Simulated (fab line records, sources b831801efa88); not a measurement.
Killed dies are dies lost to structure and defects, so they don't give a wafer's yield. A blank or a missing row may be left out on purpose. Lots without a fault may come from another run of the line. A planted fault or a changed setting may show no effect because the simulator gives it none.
Which tool did it? | flow gf180mcu | 13 lots, 39 wafers sampled, at 5 steps of a route of 602

WHAT THE GAUGES READ, wafer by wafer
GF_HV_LDD_OVL_MEAS_47.
lot  | measured     | on         | HV_LDD_03_OVL (nm)
L637 | day 12 22:46 | overlay-01 | 0.9 -0.8 0.5
L638 | day 13 08:09 | overlay-01 | 0.9 1.5 0.5
L639 | day 13 10:18 | overlay-01 | 3.8 2.2 1.7
L640 | day 13 15:11 | overlay-02 | -1.7 -0.3 -0.7
L643 | day 14 18:46 | overlay-01 | -3.2 -2.3 -1.0
L644 | day 15 05:20 | overlay-02 | 2.4 1.5 1.8
L648 | day 16 14:41 | overlay-02 | -0.2 1.5 0.8
L650 | day 17 08:17 | overlay-01 | 1.2 1.6 2.3
L655 | day 18 18:05 | overlay-01 | 0.4 0.5 -0.1
L656 | day 19 01:13 | overlay-01 | -1.3 -0.6 -0.6
L657 | day 19 09:18 | overlay-02 | 1.4 0.4 -0.1
L658 | day 19 18:57 | overlay-02 | 1.1 0.6 1.1
L659 | day 20 01:13 | overlay-02 | 1.8 0.8 1.1

GF_HV_LDD_THK_MEAS_55.
lot  | measured     | on            | HV_LDD_CVD_54_THK (nm)
L637 | day 13 00:22 | film_metro-03 | 9.80 9.88 9.77
L638 | day 13 09:49 | film_metro-01 | 10.00 10.04 10.02
L639 | day 13 12:20 | film_metro-03 | 10.20 10.01 10.07
L640 | day 13 16:47 | film_metro-03 | 10.12 10.15 10.19
L643 | day 14 20:22 | film_metro-03 | 9.85 9.80 9.92
L644 | day 15 06:57 | film_metro-03 | 10.14 10.07 10.16
L648 | day 16 16:17 | film_metro-02 | 9.99 9.82 9.86
L650 | day 17 10:24 | film_metro-02 | 9.96 9.96 10.03
L655 | day 18 19:42 | film_metro-03 | 9.93 10.01 9.86
L656 | day 19 02:49 | film_metro-03 | 9.85 9.96 9.95
L657 | day 19 10:54 | film_metro-03 | 9.89 9.89 9.78
L658 | day 19 20:33 | film_metro-03 | 9.88 9.83 9.71
L659 | day 20 02:50 | film_metro-02 | 10.03 9.99 10.00

GF_NSD_OVL_MEAS_08.
lot  | measured     | on         | NSD_OVL (nm)
L637 | day 13 21:46 | overlay-02 | 0.6 -0.8 -0.2
L638 | day 14 08:13 | overlay-01 | 1.5 -0.4 0.7
L639 | day 14 10:28 | overlay-01 | 1.0 1.4 1.2
L640 | day 14 14:31 | overlay-01 | -1.9 -0.4 -0.3
L643 | day 15 19:23 | overlay-01 | 1.5 0.6 0.3
L644 | day 16 06:20 | overlay-01 | 171.6 169.6 171.3
L648 | day 17 15:49 | overlay-02 | 0.6 -1.0 0.9
L650 | day 18 10:55 | overlay-02 | 170.9 172.7 172.8
L655 | day 19 21:59 | overlay-01 | -0.3 1.4 -2.1
L656 | day 20 03:52 | overlay-01 | 0.0 -3.4 -1.7
L657 | day 20 11:49 | overlay-02 | -3.7 -2.0 -2.6
L658 | day 20 21:16 | overlay-01 | -0.5 -0.8 0.1
L659 | day 21 03:59 | overlay-01 | -2.0 -3.3 -2.4

WHICH TOOL RAN EACH LOT (tool, then ch and the chambers of the sampled wafers, then the start)
lot  | GF_HV_LDD_STRIP_10                   | GF_NSD_EXPOSE_04
L637 | plasma_asher-02 ch 0,1, day 10 12:10 | iline_stepper-02 ch 0, day 13 11:57
L638 | plasma_asher-02 ch 0,1, day 10 22:22 | iline_stepper-01 ch 0, day 13 21:34
L639 | plasma_asher-01 ch 0,1, day 10 22:51 | iline_stepper-01 ch 0, day 13 23:56
L640 | plasma_asher-04 ch 0,1, day 11 03:44 | iline_stepper-01 ch 0, day 14 04:32
L643 | plasma_asher-02 ch 0,1, day 12 04:31 | iline_stepper-02 ch 0, day 15 08:43
L644 | plasma_asher-01 ch 0,1, day 12 14:20 | iline_stepper-01 ch 0, day 15 19:04
L648 | plasma_asher-01 ch 0,1, day 13 21:47 | iline_stepper-02 ch 0, day 17 05:03
L650 | plasma_asher-01 ch 0,1, day 14 13:32 | iline_stepper-01 ch 0, day 17 23:14
L655 | plasma_asher-01 ch 0,1, day 15 19:52 | iline_stepper-02 ch 0, day 19 09:59
L656 | plasma_asher-01 ch 0,1, day 16 05:01 | iline_stepper-02 ch 0, day 19 16:15
L657 | plasma_asher-02 ch 0,1, day 16 11:38 | iline_stepper-02 ch 0, day 20 00:01
L658 | plasma_asher-01 ch 0,1, day 16 19:07 | iline_stepper-02 ch 0, day 20 09:52
L659 | plasma_asher-01 ch 0,1, day 17 02:34 | iline_stepper-02 ch 0, day 20 15:53
- GF_HV_LDD_STRIP_10: strips in O2/N2.
- GF_NSD_EXPOSE_04: exposes mask Nplus, target cd 400 nm.

WHAT THE TOOLS THEMSELVES READ (means of the sampled wafers that have a number; where no wafer has one, the mark that the record gives instead)
GF_HV_LDD_STRIP_10.
lot  | tool            | chamber_pressure_mTorr (mTorr) | drypump_motor_current_A (A) | heater_power_w (W) | o2_flow_sccm (sccm) | oes_product_au (a.u.) | platen_temp_c (C) | strip_time_to_endpoint_s (s)
L637 | plasma_asher-02 | 1500.9                         | 6.4                         | 333                | 3006                | 0.717                 | 250.31            | 12.66
L638 | plasma_asher-02 | 1500.3                         | 6.4                         | 334                | 2990                | 0.715                 | 249.95            | 12.63
L639 | plasma_asher-01 | 1500.3                         | 5.6                         | 319                | 2999                | 0.718                 | 249.88            | 12.66
L640 | plasma_asher-04 | 1500.1                         | 5.8                         | 346                | 2996                | 0.719                 | 250.14            | 12.56
L643 | plasma_asher-02 | 1500.0                         | 6.1                         | 344                | 2994                | 0.715                 | 249.86            | 12.64
L644 | plasma_asher-01 | 1500.0                         | 5.6                         | 319                | 3010                | 0.713                 | 249.86            | 12.58
L648 | plasma_asher-01 | 1500.1                         | 5.6                         | 320                | 2995                | 0.715                 | 249.89            | 12.62
L650 | plasma_asher-01 | 1499.0                         | 5.9                         | 312                | 3010                | 0.716                 | 249.88            | 12.62
L655 | plasma_asher-01 | 1502.2                         | 5.9                         | 317                | 3003                | 0.722                 | 249.88            | 12.63
L656 | plasma_asher-01 | 1500.2                         | 5.6                         | 322                | 2987                | 0.717                 | 249.87            | 12.63
L657 | plasma_asher-02 | 1499.5                         | 6.4                         | 328                | 2995                | 0.719                 | 250.04            | 12.64
L658 | plasma_asher-01 | 1498.9                         | 5.6                         | 322                | 2999                | 0.714                 | 250.01            | 12.62
L659 | plasma_asher-01 | 1500.2                         | 5.5                         | 322                | 3001                | 0.717                 | 250.20            | 12.62

THE ANSWER, worked out from the rows above alone
Rule: what is usual is taken from the lots themselves. Put in order of their means at a reading, lots are off if they are a third of the lots or fewer, leave a main group of 4 or more, and stand apart from it by a gap of 3 or more times the standard deviation of the main group's means; of several such gaps the widest counts. A main group whose means are all the same, to the digits that the tables above print for the reading, isn't used. A lot without any number at a reading at which 4 lots or more have one is off too. The other lots that the step has rows for count as sound. The gauges are gone through in route order, then the tools' own readings, and for those a lot's mean is taken as printed above. The first step at which some lot is off is used, and at that step the reading that is off furthest; a lot without a number counts as furthest.
Off: L644, L650, at GF_NSD_OVL_MEAS_08 (NSD_OVL). The main group: mean -0.5 nm, standard deviation 1.3.
A tool fits if, at a process step before that reading, it ran every lot that is off, and no sound lot after the first of them. The gauges at GF_NSD_OVL_MEAS_08 are tried like those tools. One fits: iline_stepper-01 at GF_NSD_EXPOSE_04. Its last sound lot is L640 (day 14 04:32), its first lot that is off L644 (day 15 19:04): a fault that began between those two fits.

WHAT THE SIMULATOR HAD PUT IN
Scanner matching overlay: iline_stepper-01, from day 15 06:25 on, at GF_NSD_EXPOSE_04. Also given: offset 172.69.
Lots struck among those shown: L644, L650. The rule above found the same.
